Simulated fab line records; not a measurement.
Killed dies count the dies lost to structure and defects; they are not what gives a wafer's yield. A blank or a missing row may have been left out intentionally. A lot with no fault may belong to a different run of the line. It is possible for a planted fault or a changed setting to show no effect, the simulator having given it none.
Which tool was responsible?	flow gf180mcu	12 lots with 36 wafers sampled at 5 steps, on a route of 602 steps

## WHAT THE GAUGES SHOWED, per wafer
GF_M5_CD_MEAS_07 targets a cd of 280 nm. Usual: cd nm 279.7 nm, standard deviation 1.1.
lot	measured	on	cd nm (nm)	flag
L637	day 26 06:47	cd sem-01	278.3 280.3 279.8	
L638	day 26 14:32	cd sem-02	279.3 278.4 279.9	
L639	day 26 21:29	cd sem-02	278.6 277.5 278.4	
L641	day 27 19:08	cd sem-01	279.8 280.4 279.9	
L643	day 28 05:06	cd sem-02	279.1 279.2 278.7	
L645	day 29 03:17	cd sem-02	278.7 279.0 278.6	
L646	day 29 07:31	cd sem-01	278.9 279.4 278.9	
L647	day 29 17:17	cd sem-02	280.6 279.2 279.5	
L649	day 30 19:41	cd sem-02	281.1 279.5 281.0	
L651	day 31 01:51	cd sem-02	280.6 280.4 279.2	
L655	day 32 00:20	cd sem-02	279.5 279.9 280.2	
L660	day 32 23:38	cd sem-01	279.1 278.9 279.0	

GF_TOP_METAL_CD_MEAS_14 targets a cd of 440 nm. Usual: cd nm 439.5 nm, standard deviation 1.9.
lot	measured	on	cd nm (nm)	flag
L637	day 28 02:19	cd sem-01	436.9 438.6 439.7	
L638	day 28 09:47	cd sem-01	443.9 443.3 441.3	
L639	day 28 16:36	cd sem-02	441.5 442.2 439.9	
L641	day 29 12:02	cd sem-02	441.3 440.1 441.5	
L643	day 29 23:25	cd sem-02	439.3 441.4 440.1	
L645	day 30 20:37	cd sem-02	439.5 438.5 439.5	
L646	day 30 22:52	cd sem-02	442.4 441.0 441.8	
L647	day 31 08:33	cd sem-02	439.6 437.9 439.4	
L649	day 32 09:25	cd sem-01	439.9 440.0 439.4	
L651	day 32 13:51	cd sem-01	438.4 437.5 436.3	
L655	day 33 12:42	cd sem-01	453.2 453.7 455.5	OFF
L660	day 34 10:41	cd sem-01	447.8 450.0 450.6	OFF

## WHAT TOOL EACH LOT RAN ON (gives the tool, then ch and the chambers of the sampled wafers, and finally the start)
lot	GF_V5_CVD_02	GF_V5_CMP_04	GF_TOP_METAL_EXPOSE_11
L637	pecvd-02 ch 0,1, day 26 07:44	cmp-02 ch 0,3, day 26 07:59	iline stepper-02 ch 0, day 27 16:44
L638	pecvd-03 ch 0,1, day 26 15:29	cmp-01 ch 2,3, day 26 15:39	iline stepper-01 ch 0, day 28 00:28
L639	pecvd-02 ch 0,1,2, day 26 22:26	cmp-02 ch 1,2,3, day 26 22:36	iline stepper-01 ch 0, day 28 07:15
L641	pecvd-02 ch 0,1,2, day 27 20:05	cmp-01 ch 0,1,3, day 27 20:15	iline stepper-01 ch 0, day 29 03:19
L643	pecvd-04 ch 0,1, day 28 06:04	cmp-02 ch 0,1,3, day 28 06:17	iline stepper-02 ch 0, day 29 13:44
L645	pecvd-04 ch 0,1, day 29 04:16	cmp-01 ch 0,2, day 29 04:59	iline stepper-02 ch 0, day 30 11:46
L646	pecvd-03 ch 0,1, day 29 08:28	cmp-01 ch 0,1,2, day 29 08:47	iline stepper-02 ch 0, day 30 14:11
L647	pecvd-02 ch 0,2, day 29 18:16	cmp-02 ch 1,2, day 29 18:26	iline stepper-01 ch 0, day 31 00:09
L649	pecvd-03 ch 0,2, day 30 20:38	cmp-02 ch 0,2,3, day 30 20:52	iline stepper-01 ch 0, day 32 01:01
L651	pecvd-03 ch 0,1, day 31 02:46	cmp-02 ch 2,3, day 31 03:02	iline stepper-01 ch 0, day 32 06:55
L655	pecvd-04 ch 2, day 32 01:22	cmp-02 ch 0,1,3, day 32 01:55	iline stepper-01 ch 0, day 33 05:05
L660	pecvd-04 ch 0,1,2, day 33 00:42	cmp-01 ch 1,2, day 33 00:52	iline stepper-01 ch 0, day 34 02:54
- GF_V5_CVD_02: deposits SiO2 from TEOS, target thk 1450 nm, time 163.28 s.
- GF_V5_CMP_04: polishes SiO2.
- GF_TOP_METAL_EXPOSE_11: exposes mask MetalTop, target cd 440 nm.

## AS READ BY THE TOOLS THEMSELVES (means over the sampled wafers that have a number; for cases with no such wafer, the mark the record gives instead)
GF_V5_CVD_02. Usual: heater power w 646 W, standard deviation 82.
lot	tool	heater power w (W)	flag
L637	pecvd-02	742	
L638	pecvd-03	592	
L639	pecvd-02	635	
L641	pecvd-02	673	
L643	pecvd-04	698	
L645	pecvd-04	693	
L646	pecvd-03	572	
L647	pecvd-02	665	
L649	pecvd-03	656	
L651	pecvd-03	616	
L655	pecvd-04	602	
L660	pecvd-04	615	

GF_V5_CMP_04. Usual: motor current A 12.3 A, standard deviation 1.1; slurry flow ml min 150.0, standard deviation 0.52.
lot	tool	motor current A (A)	slurry flow ml min	flag
L637	cmp-02	12.3	150.0	
L638	cmp-01	11.7	149.9	
L639	cmp-02	12.2	149.8	
L641	cmp-01	12.2	149.8	
L643	cmp-02	12.9	150.5	
L645	cmp-01	11.7	149.9	
L646	cmp-01	11.7	149.8	
L647	cmp-02	13.6	149.5	
L649	cmp-02	11.8	150.0	
L651	cmp-02	11.4	149.8	
L655	cmp-02	12.7	149.9	
L660	cmp-01	11.7	149.8	

GF_TOP_METAL_EXPOSE_11. Usual: exposure dose mJ cm2 169.91, standard deviation 0.17; focus offset nm 0.0 nm, standard deviation 0.58.
lot	tool	exposure dose mJ cm2	focus offset nm (nm)	flag
L637	iline stepper-02	169.94	0.0	
L638	iline stepper-01	169.77	0.1	
L639	iline stepper-01	169.65	-0.3	
L641	iline stepper-01	169.97	0.5	
L643	iline stepper-02	169.79	-0.6	
L645	iline stepper-02	169.95	-0.7	
L646	iline stepper-02	169.97	0.5	
L647	iline stepper-01	169.72	0.0	
L649	iline stepper-01	169.80	-0.4	
L651	iline stepper-01	170.00	0.2	
L655	iline stepper-01	161.24	0.0	OFF
L660	iline stepper-01	163.11	-0.0	OFF

## THE ANSWER, worked out from the rows above alone
Rule: a lot is off if the mean of its wafers that have a number lies more than 3 standard deviations from the usual mean. A lot without any number at a reading at which 4 lots or more have one is off too. The other lots that the step has rows for count as sound. The gauges are gone through in route order, then the tools' own readings, and for those a lot's mean is taken as printed above. At the first step where some lot is off, the reading lying furthest off is the one used; lots without a number count as furthest.
Off: L655, L660 (GF_TOP_METAL_CD_MEAS_14, cd nm).
A tool fits if, at a process step before that reading, it ran every lot that is off, and no sound lot after the first of them. The gauges at GF_TOP_METAL_CD_MEAS_14 aren't tried: what is off there is off at GF_TOP_METAL_EXPOSE_11 too, on other tools, and a gauge's error can't cause that. 2 tools fit, pecvd-04 at GF_V5_CVD_02 and iline stepper-01 at GF_TOP_METAL_EXPOSE_11, so this cannot tell which one it is.

## WHAT THE SIMULATOR PUT IN
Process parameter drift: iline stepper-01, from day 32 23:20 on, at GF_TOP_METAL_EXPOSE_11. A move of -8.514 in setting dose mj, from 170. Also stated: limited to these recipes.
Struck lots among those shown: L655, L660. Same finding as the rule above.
